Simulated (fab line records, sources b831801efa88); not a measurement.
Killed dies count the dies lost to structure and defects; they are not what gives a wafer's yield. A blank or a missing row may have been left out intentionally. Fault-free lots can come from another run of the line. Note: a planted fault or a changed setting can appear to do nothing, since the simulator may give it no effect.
A lot that was struck, set against a sound lot + flow sfq_line + 15 out of 325 route steps
Sound: wafers L679.2, L679.5, L679.6. Wafers struck: L689.2, L689.3, L689.6. The cause is given at the end.
Order at every step that has rows: each side's tool, ch and its chambers, its first start. Under that, the readings that differ: sound wafers + struck wafers + difference of the means + sigmas: that difference in standard deviations of wafers without a fault.
alike: readings with means less than 2 such deviations apart, plus words and numbers identical on both sides. not compared: withheld readings, readings lacking a value on some wafer, bounds such as >300 that could conceal the same value, and numbers that have no deviation in the record and whose values overlap.
The two part at a step that has a row with sigmas, a row that says differs or no value, or rows on one side only. Numbers that don't overlap but have no deviation are shown without sigmas and don't part them. A reading that every wafer of one side lacks parts them only if that side has two wafers or more.

SFQ_TRILAYER_JJ_CE_BARC_OPEN_RIE_150: chemistry O2, target BARC, target depth 240 nm, time 80 s.
  sound on rie_metal-02 ch 0,1, day 52 07:35; struck on rie_metal-02 ch 0, day 66 11:29
  alike: drypump_motor_current_A, oes_product_au
  not compared: rf_hours_counter_h
SFQ_TRILAYER_JJ_CE_ETCH_RIE_118: chemistry SF6, target Nb, stops on Al2O3, time 97.7 s, target depth 170 nm.
  sound on rie_metal-02 ch 0,1, day 52 07:41; struck on rie_metal-02 ch 0, day 66 11:35
  alike: drypump_motor_current_A, oes_product_au
  not compared: rf_hours_counter_h
next, for these wafers, 1 step has no rows: SFQ_TRILAYER_JJ_ANODIZE_ANODIZE_119.
SFQ_TRILAYER_JJ_CE_STRIP_STRIP_120: strips in O2.
  sound on rie_metal-01 ch 0, day 52 08:29; struck on rie_metal-02 ch 0,1, day 66 12:11
  alike: drypump_motor_current_A, oes_product_au
  not compared: rf_hours_counter_h
then, 7 steps without rows for these wafers: SFQ_TRILAYER_JJ_CE_STRIP_SOLV_CLEAN_121 (cleans in NMP, time 600 s); SFQ_TRILAYER_M5_LITHO_COAT_128 (resist thk 62 nm); SFQ_TRILAYER_M5_LITHO_COAT_123 (resist thk 600 nm); SFQ_TRILAYER_M5_LITHO_SOFTBAKE_127; SFQ_TRILAYER_M5_LITHO_EXPOSE_124 (exposes mask M5, target cd 700 nm); SFQ_TRILAYER_M5_LITHO_PEB_126 (peb time 60 s); SFQ_TRILAYER_M5_LITHO_DEVELOP_125 (time 60 s).
SFQ_M5_OVL_MEAS_932:
  sound on overlay-02 at day 58 00:14; struck on overlay-01 at day 66 16:01
  alike: M5_OVL
SFQ_TRILAYER_M5_BARC_OPEN_METAL_ETCH_161: etches BARC in O2, target depth 125 nm, time 41.7 s.
  sound on rie_metal-04 ch 0,1, day 58 00:16; struck on rie_metal-01 ch 0,1, day 66 16:02
| reading                                             | sound           | struck            | difference | sigmas |
|-----------------------------------------------------|-----------------|-------------------|------------|--------|
| model.KrF_of_TRILAYER_M5_LITHO_COAT_123.thk_nm (nm) | 526.2 523 524.8 | 528.7 531.2 529.7 | +5.2       |        |
  alike: drypump_motor_current_A, oes_product_au
  not compared: rf_hours_counter_h
SFQ_TRILAYER_M5_ETCH_METAL_ETCH_126: etches Nb in Cl2/BCl3, stops on SiO2, time 203.2 s, target depth 265 nm.
  sound on rie_metal-04 ch 0,1, day 58 00:19; struck on rie_metal-01 ch 0,1, day 66 16:06
| reading                                             | sound             | struck          | difference | sigmas |
|-----------------------------------------------------|-------------------|-----------------|------------|--------|
| model.KrF_of_TRILAYER_M5_LITHO_COAT_123.thk_nm (nm) | 373.1 371.9 373.6 | 376 380.4 377.9 | +5         |        |
  alike: drypump_motor_current_A, oes_product_au
  not compared: rf_hours_counter_h
SFQ_TRILAYER_M5_STRIP_STRIP_127: strips in O2.
  sound on rie_metal-04 ch 0,1, day 58 00:31; struck on rie_metal-01 ch 0,1, day 66 16:17
  alike: drypump_motor_current_A, oes_product_au
  not compared: rf_hours_counter_h

## WHERE THEY PART
Nowhere in this record.

WHY: what had been put in by the simulator
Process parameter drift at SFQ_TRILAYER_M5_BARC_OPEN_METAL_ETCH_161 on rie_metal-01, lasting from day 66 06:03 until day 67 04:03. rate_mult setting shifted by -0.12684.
